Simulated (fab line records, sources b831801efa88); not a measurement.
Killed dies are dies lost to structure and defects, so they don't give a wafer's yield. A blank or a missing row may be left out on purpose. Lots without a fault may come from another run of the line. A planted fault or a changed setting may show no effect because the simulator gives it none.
A struck lot beside a sound one | flow gf180mcu | 24 steps out of a route of 602
Sound: wafers L468.2, L468.3, L468.4. Struck: wafers L477.1, L477.4. (L477.2 of the same lot was not struck and is left out.) The cause comes at the end.
At each step with rows: each side's tool, then ch and its chambers, then its first start. Under that, the readings that differ: sound wafers | struck wafers | difference of the means | sigmas: that difference in standard deviations of wafers without a fault.
alike: readings whose means differ by less than 2 such deviations, and words and numbers that are the same on both sides. not compared: withheld readings, readings that some wafer has no value for, bounds like >300 that may hide the same value, and numbers for which the record gives no deviation and whose values overlap.
The two part at a step that has a row with sigmas, a row that says differs or no value, or rows on one side only. Numbers that don't overlap but have no deviation are shown without sigmas and don't part them. A reading that every wafer of one side lacks parts them only if that side has two wafers or more.

first, 4 steps without rows for these wafers: GF_TOP_METAL_SOFTBAKE_10 (time 60 s); GF_TOP_METAL_EXPOSE_11 (exposes mask MetalTop, target cd 440 nm); GF_TOP_METAL_PEB_12; GF_TOP_METAL_DEVELOP_13 (develop time 60 s).
GF_TOP_METAL_CD_MEAS_14: target cd 440 nm.
  sound on cd_sem-02, day 30 12:05; struck on cd_sem-02, day 32 21:22
  alike: cd_nm
GF_TOP_METAL_OVL_MEAS_15:
  sound on overlay-02, day 30 12:11; struck on overlay-02, day 32 21:29
  alike: TOP_METAL_OVL
GF_TOP_METAL_METAL_ETCH_16: etches the open film in Cl2/BCl3, stops on SiO2, target depth 1077.5 nm, time 179.6 s.
  sound on rie_metal-02 ch 0,1, day 30 12:13; struck on rie_metal-02 ch 0,1, day 32 21:31
  alike: bcl3_flow_sccm, chamber_pressure_mTorr, drypump_motor_current_A, oes_product_au, rf_fwd_power_W, throttle_valve_pct
  not compared: rf_hours_counter_h
GF_TOP_METAL_STRIP_17: strips in O2/N2.
  sound on plasma_asher-01 ch 0,1, day 30 12:23; struck on plasma_asher-03 ch 0,1, day 32 21:41
  reading               | sound             | struck      | difference | sigmas
  oes_product_au (a.u.) | 0.701 0.715 0.707 | 0.720 0.716 | +0.010     | +2
  alike: chamber_pressure_mTorr, drypump_motor_current_A, heater_power_w, strip_time_to_endpoint_s
  not compared: rf_hours_counter_h
then, 2 steps without rows for these wafers: GF_TOP_METAL_STRIP_18 (strips in post etch residue remover, time 1200 s); GF_TOP_METAL_CLEAN_19 (cleans in DIW).
GF_PASSIVATION_CVD_00: deposits SiO2 from TEOS, target thk 1000 nm, time 111.95 s.
  sound on pecvd-03 ch 0,1, day 30 12:56; struck on pecvd-01 ch 0,1, day 32 22:14
  alike: heater_power_w, rf_fwd_power_W
GF_PASSIVATION_THK_MEAS_01:
  sound on film_metro-02, day 30 13:01; struck on film_metro-03, day 32 22:19
  alike: PASSIVATION_CVD_00_THK
GF_PASSIVATION_CVD_02: deposits Si3N4, target thk 700 nm, time 486.18 s.
  sound on pecvd-01 ch 1,2, day 30 13:04; struck on pecvd-04 ch 1,2, day 32 22:22
  reading                                       | sound             | struck      | difference | sigmas
  model.Si3N4_of_PASSIVATION_CVD_02.thk_nm (nm) | 694.1 692.1 709.7 | 731.2 735.4 | +34.7      |
  alike: heater_power_w, rf_fwd_power_W
GF_PASSIVATION_THK_MEAS_03:
  sound on film_metro-02, day 30 13:22; struck on film_metro-03, day 32 22:40
  reading                     | sound       | struck  | difference | sigmas
  PASSIVATION_CVD_02_THK (nm) | 694 692 710 | 731 735 | +34        | +5
then, 7 steps without rows for these wafers: GF_PASSIVATION_DEHYDRATE_04 (time 60 s); GF_PASSIVATION_HMDS_05 (prime time 60 s); GF_PASSIVATION_COAT_06 (resist thk 4000 nm); GF_PASSIVATION_SOFTBAKE_07; GF_PASSIVATION_EXPOSE_08 (exposes mask Pad, target cd 40000 nm); GF_PASSIVATION_PEB_09; GF_PASSIVATION_DEVELOP_10 (develop time 60 s).
GF_PASSIVATION_ETCH_11: etches the open film in CF4/O2, stops on TiN, target depth 1800 nm, time 400 s.
  sound on rie_diel-04 ch 0,1,2, day 31 06:57; struck on rie_diel-02 ch 2,3, day 33 13:56
  reading            | sound             | struck      | difference | sigmas
  rf_fwd_power_W (W) | 801.6 804.4 798.1 | 797.8 794.0 | -5.5       | -2
  alike: cf4_flow_sccm, chamber_pressure_mTorr, drypump_motor_current_A, oes_product_au, throttle_valve_pct
  not compared: rf_hours_counter_h, model.etch.depth_nm, model.PASSIVATION.feature_depth_nm
GF_PASSIVATION_STRIP_12: strips in O2/N2.
  sound on plasma_asher-04 ch 0,1, day 31 07:11; struck on plasma_asher-04 ch 0,1, day 33 14:11
  alike: chamber_pressure_mTorr, drypump_motor_current_A, heater_power_w, oes_product_au, strip_time_to_endpoint_s
  not compared: rf_hours_counter_h
then, 1 step without rows for these wafers: GF_PASSIVATION_PROBE_99.

WHERE THEY PART
First at GF_TOP_METAL_STRIP_17; last, within this record, at GF_PASSIVATION_ETCH_11. Later steps at which nothing parts them and some readings are alike: GF_PASSIVATION_STRIP_12.

WHY: what the simulator had put in
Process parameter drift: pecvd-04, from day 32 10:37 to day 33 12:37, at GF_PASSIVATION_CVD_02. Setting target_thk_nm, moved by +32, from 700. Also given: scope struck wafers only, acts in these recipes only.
